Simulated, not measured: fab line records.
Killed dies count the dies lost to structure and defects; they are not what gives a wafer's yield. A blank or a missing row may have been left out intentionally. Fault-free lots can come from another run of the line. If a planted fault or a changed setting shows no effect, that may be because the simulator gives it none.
Which of the tools did it? -- flow sky130 -- 6 lots with 18 wafers sampled at 2 steps, on a route of 708 steps

WHAT THE GAUGES READ, wafer by wafer
SKY_VT_ADJUST_LVTN_TW_MEAS_21.
lot,measured,on,VT_ADJUST_LVTN_2_TW
L954,day 7 20:42,filmMetro-01,187.3 187.2 187.0
L957,day 8 19:11,filmMetro-01,188.8 188.7 188.8
L961,day 10 10:23,filmMetro-01,187.7 189.0 188.4
L964,day 10 21:28,filmMetro-01,188.6 186.8 188.5
L974,day 13 11:24,filmMetro-01,187.0 187.7 188.8
L976,day 14 12:32,filmMetro-01,187.6 187.5 188.3

EACH LOT AND THE TOOL THAT RAN IT (in order: tool; ch and the chambers of the sampled wafers; start)
lot,SKY_VT_ADJUST_LVTN_IMPLANT_19
L954,"implanter-04 ch 0, day 7 20:28"
L957,"implanter-04 ch 0, day 8 18:56"
L961,"implanter-02 ch 0, day 10 10:08"
L964,"implanter-04 ch 0, day 10 21:13"
L974,"implanter-03 ch 0, day 13 11:10"
L976,"implanter-04 ch 0, day 14 12:19"
- SKY_VT_ADJUST_LVTN_IMPLANT_19

THE ANSWER, worked out from the rows above alone
Rule: the lots themselves supply what counts as usual. The widest of any qualifying gaps counts: lots, ordered by their means at a reading, are off when they make up no more than a third of the lots, leave a main group of 4 or more, and stand apart from it by 3 or more times the standard deviation of that group's means. A main group is skipped when, at the precision printed for the reading in the tables above, its means are all equal. A lot without any number at a reading at which 4 lots or more have one is off too. All remaining lots with rows at the step are treated as sound.
Nothing can be told from this: no lot is off at any reading shown.

WHAT THE SIMULATOR HAD PUT IN
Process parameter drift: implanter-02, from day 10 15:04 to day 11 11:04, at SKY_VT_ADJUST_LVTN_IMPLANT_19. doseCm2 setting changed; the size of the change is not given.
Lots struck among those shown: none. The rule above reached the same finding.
